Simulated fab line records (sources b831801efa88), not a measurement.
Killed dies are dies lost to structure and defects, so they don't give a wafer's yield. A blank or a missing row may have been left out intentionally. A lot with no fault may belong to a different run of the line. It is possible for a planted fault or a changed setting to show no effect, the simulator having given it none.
The tool behind it: which one? | flow sfqLine | 15 lots with 43 wafers sampled at 3 steps, on a route of 325 steps

WHAT THE GAUGES READ, wafer by wafer
No reading from a measuring or inspecting step in the record can be judged against a usual standard deviation.

WHAT TOOL EACH LOT RAN ON (gives the tool, then ch and the chambers of the sampled wafers, and finally the start)
lot  | SFQ_TRILAYER_I0_CMP_CMP_028   | SFQ_TRILAYER_I0_METRO_MEASURE_029 | SFQ_TRILAYER_I0_VIA_ETCH_VIA_ETCH_034
L506 | cmp-02 ch 1,2,3, day 11 13:17 | filmMetro-02, day 11 16:24        | rieDiel-04 ch 1,2, day 16 18:56
L507 | cmp-01 ch 0,1,3, day 11 15:41 | filmMetro-04, day 11 19:00        | rieDiel-01 ch 0,2,3, day 16 23:44
L508 | cmp-01 ch 1,2,3, day 11 21:00 | filmMetro-02, day 11 23:49        | rieDiel-02 ch 1,2, day 17 03:20
L509 | cmp-02 ch 1,2,3, day 12 06:13 | filmMetro-04, day 12 09:44        | rieDiel-04 ch 1,2,3, day 17 14:16
L510 | cmp-02 ch 1,2,3, day 13 00:20 | filmMetro-03, day 13 02:28        | rieDiel-02 ch 1,2,3, day 18 10:47
L513 | cmp-02 ch 0,1,2, day 14 11:13 | filmMetro-02, day 14 14:20        | rieDiel-01 ch 1,2,3, day 20 02:19
L514 | cmp-02 ch 1,3, day 14 14:13   | filmMetro-03, day 14 17:20        | rieDiel-04 ch 0,2, day 20 04:43
L515 | cmp-01 ch 0,3, day 14 23:20   | filmMetro-03, day 15 02:21        | rieDiel-01 ch 0,2,3, day 20 14:45
L517 | cmp-01 ch 1,3, day 15 14:31   | filmMetro-04, day 15 17:50        | rieDiel-04 ch 2,3, day 20 23:09
L518 | cmp-02 ch 0,3, day 15 18:38   | filmMetro-02, day 15 20:45        | rieDiel-02 ch 0,1, day 21 00:21
L525 | cmp-01 ch 1,2, day 18 02:11   | filmMetro-04, day 18 05:18        | rieDiel-02 ch 1,2, day 21 08:45
L526 | cmp-02 ch 0,1,2, day 18 18:47 | filmMetro-04, day 18 20:54        | rieDiel-01 ch 1,2, day 21 09:57
L527 | cmp-01 ch 0,1,2, day 19 00:59 | filmMetro-02, day 19 04:18        | rieDiel-04 ch 1,2,3, day 21 11:09
L528 | cmp-01 ch 0,1,2, day 19 08:18 | filmMetro-03, day 19 11:25        | rieDiel-02 ch 1,3, day 21 12:21
L529 | cmp-02 ch 0,1,2, day 19 17:36 | filmMetro-04, day 19 19:25        | rieDiel-01 ch 1,2,3, day 21 13:33
- SFQ_TRILAYER_I0_CMP_CMP_028: polishes SiO2.
- SFQ_TRILAYER_I0_METRO_MEASURE_029
- SFQ_TRILAYER_I0_VIA_ETCH_VIA_ETCH_034: etches SiO2 in CHF3, stops on Nb, target depth 260 nm.

WHAT THE TOOLS THEMSELVES READ (means of the sampled wafers that have a number; where no wafer has one, the mark that the record gives instead)
SFQ_TRILAYER_I0_CMP_CMP_028. Usual: motorCurrentA 10.5 A, standard deviation 1.4; timeToEndpointS 215 s, standard deviation 8.2.
lot  | tool   | motorCurrentA (A) | timeToEndpointS (s) | flag
L506 | cmp-02 | 11.1              | 215                 | 
L507 | cmp-01 | 10.1              | 220                 | 
L508 | cmp-01 | 9.7               | 231                 | 
L509 | cmp-02 | 11.2              | 217                 | 
L510 | cmp-02 | 11.2              | 214                 | 
L513 | cmp-02 | 11.3              | 219                 | 
L514 | cmp-02 | 11.8              | 214                 | 
L515 | cmp-01 | 9.9               | 209                 | 
L517 | cmp-01 | 10.6              | 212                 | 
L518 | cmp-02 | 9.5               | 210                 | 
L525 | cmp-01 | 10.2              | 215                 | 
L526 | cmp-02 | 11.2              | 222                 | 
L527 | cmp-01 | 10.1              | 214                 | 
L528 | cmp-01 | 10.1              | 209                 | 
L529 | cmp-02 | 10.9              | 215                 | 

SFQ_TRILAYER_I0_METRO_MEASURE_029. Usual: thkNm at 199.7 nm, with a standard deviation of 1.
lot  | tool         | thkNm (nm) | flag
L506 | filmMetro-02 | 200.8      | 
L507 | filmMetro-04 | 200.2      | 
L508 | filmMetro-02 | 200.5      | 
L509 | filmMetro-04 | 199.4      | 
L510 | filmMetro-03 | 200.1      | 
L513 | filmMetro-02 | 193.8      | OFF
L514 | filmMetro-03 | 192.6      | OFF
L515 | filmMetro-03 | 199.0      | 
L517 | filmMetro-04 | 199.3      | 
L518 | filmMetro-02 | 191.4      | OFF
L525 | filmMetro-04 | 201.5      | 
L526 | filmMetro-04 | 200.4      | 
L527 | filmMetro-02 | 199.6      | 
L528 | filmMetro-03 | 199.0      | 
L529 | filmMetro-04 | 200.6      | 

SFQ_TRILAYER_I0_VIA_ETCH_VIA_ETCH_034. Usual: drypumpMotorCurrentA 5.5 A, standard deviation 0.47; oesProductAu 0.853 a.u., standard deviation 0.0048.
lot  | tool       | drypumpMotorCurrentA (A) | oesProductAu (a.u.) | flag
L506 | rieDiel-04 | 5.4                      | 0.857               | 
L507 | rieDiel-01 | 5.9                      | 0.853               | 
L508 | rieDiel-02 | 5.0                      | 0.852               | 
L509 | rieDiel-04 | 5.6                      | 0.852               | 
L510 | rieDiel-02 | 5.3                      | 0.857               | 
L513 | rieDiel-01 | 5.9                      | 0.841               | 
L514 | rieDiel-04 | 5.5                      | 0.835               | OFF
L515 | rieDiel-01 | 5.9                      | 0.852               | 
L517 | rieDiel-04 | 5.6                      | 0.856               | 
L518 | rieDiel-02 | 5.2                      | 0.833               | OFF
L525 | rieDiel-02 | 5.0                      | 0.858               | 
L526 | rieDiel-01 | 6.0                      | 0.853               | 
L527 | rieDiel-04 | 5.5                      | 0.857               | 
L528 | rieDiel-02 | 5.3                      | 0.851               | 
L529 | rieDiel-01 | 5.9                      | 0.852               | 

THE ANSWER, worked out from the rows above alone
Rule: a lot is off if the mean of its wafers that have a number lies more than 3 standard deviations from the usual mean. Also off: a lot with no number at a reading for which 4 or more lots have one. The other lots that the step has rows for count as sound. The gauges are gone through in route order, then the tools' own readings, and for those a lot's mean is taken as printed above. At the first step where some lot is off, the reading lying furthest off is the one used; lots without a number count as furthest.
Off: L513, L514, L518, at SFQ_TRILAYER_I0_METRO_MEASURE_029 (thkNm).
If a tool, at that step or one of the process steps before it, ran each lot that is off and ran no sound lot following the first of them, it fits. Not one of the candidates tried fits.

WHAT HAD BEEN PUT IN BY THE SIMULATOR
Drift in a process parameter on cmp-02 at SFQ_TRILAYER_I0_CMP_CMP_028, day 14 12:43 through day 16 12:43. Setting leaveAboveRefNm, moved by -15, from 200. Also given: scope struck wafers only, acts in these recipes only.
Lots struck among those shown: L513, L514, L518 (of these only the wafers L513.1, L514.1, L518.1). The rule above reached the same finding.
